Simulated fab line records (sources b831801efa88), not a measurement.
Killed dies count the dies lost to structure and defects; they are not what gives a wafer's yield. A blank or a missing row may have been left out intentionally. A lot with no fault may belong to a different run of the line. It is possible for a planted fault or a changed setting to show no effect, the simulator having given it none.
Code-filled problem report in 8D (eight disciplines) form | flow sky130 | the parts of the form that need people (team, actions taken, sign-off) are left out

== 1. THE ISSUE ==
Mean of stripTimeToEndpointS at SKY_LDD_N_STRIP_16: 4.784 s across 3 wafers in 2 lots; on wafers with no fault it is 4.306 s (standard deviation 0.016). That puts it +30 standard deviations away from the usual mean.
The step: strips in O2/N2.
Earliest sighting: wafer L829.2 on plasmaAsher-01 at day 22 04:55. At this step, 36 wafers from 12 lots have a number in the record. By rule, "out" or "out of limits" means more than 4 standard deviations away from the usual mean. All remaining wafers that have a number are taken as sound.

== 2. WHAT IT IS; WHAT IT IS NOT ==
question                    | is                             | is not
which readings at this step | stripTimeToEndpointS           | drypumpMotorCurrentA
which lots                  | L829, L831                     | L820, L821, L822, L826, L827, L830, L839, L840, L842, L843
which wafers of those lots  | L829.2, L831.2, L831.3         | L829.1, L829.6, L831.5
read on which tools         | plasmaAsher-01, plasmaAsher-04 | plasmaAsher-03
when                        | from day 22 04:55              | up to then (17 sound wafers); but 16 sound wafers of L830, L831, L839, L840, L842, L843 came after

== 3. WHAT RULES OUT EACH SUSPECT ==
Counting: a tool at a process step up to the reading stays a suspect if it ran every lot that is out. Sound lots after the first of them don't rule it out here, since some wafers of a struck lot are sound.
- rieDiel-04 at SKY_POLY_GATE_ETCH_15 (etches BARC in N2/H2, stops on SiO2, time 118.5 s, target depth 110 nm): kept. Every lot that is out went through it, the first being L829 (day 20 17:16); the last sound lot it ran before that was L822 (day 18 08:56).
- lithoTrack-03 at SKY_LDD_N_COAT_02 (resist thk 300 nm): kept. Every lot that is out went through it, the first being L829 (day 21 11:23); the last sound lot it ran before that was L827 (day 20 13:32).
Remaining after the count are rieDiel-04 at SKY_POLY_GATE_ETCH_15 and lithoTrack-03 at SKY_LDD_N_COAT_02.

== 4. THE CAUSE (what the simulator had put in) ==
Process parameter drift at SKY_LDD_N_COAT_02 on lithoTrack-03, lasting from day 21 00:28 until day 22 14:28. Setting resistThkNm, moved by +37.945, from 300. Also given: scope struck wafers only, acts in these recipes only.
2 suspects survive the count, and this tool is in that group.

== 5. THE CHAIN OF EFFECTS, in route order ==
One row per reading whose mean, taken over the struck wafers that have a number, lies over 3 standard deviations from the usual. Scope: only readings with a usual standard deviation given in the record; hours: median across lots of the time from each lot's start at the first step in this table that gives one to its start at this step; sigmas: change in usual standard deviations.
hours | step               | reading              | usual      | on struck wafers | change | sigmas
0     | SKY_LDD_N_STRIP_16 | oesProductAu         | 0.406 a.u. | 0.426            | +0.020 | +4.0
0     | SKY_LDD_N_STRIP_16 | stripTimeToEndpointS | 4.306 s    | 4.784            | +0.478 | +30
It contains these process steps:
- SKY_LDD_N_STRIP_16: strips in O2/N2.
At these later measuring or inspecting steps, every struck wafer for which the step has a row has a number for every such reading, and none has moved that far: SKY_LDD_N_TW_MEAS_17, SKY_LDD_HVN_OVL_MEAS_07.

== 6. WHAT WOULD HAVE CAUGHT IT SOONER ==
First out-of-limits reading in this record: day 22 04:55, which is 28 hours after fault onset at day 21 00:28.
Of the tool readings at SKY_LDD_N_COAT_02 for which the record gives a usual standard deviation, none was out on any struck wafer, so an alarm limit of 4 standard deviations on them would not have fired.
Lots out: 2; of these, L831 started SKY_LDD_N_COAT_02 on lithoTrack-03 after day 22 04:55. Putting the tool on hold at that point would have spared it.
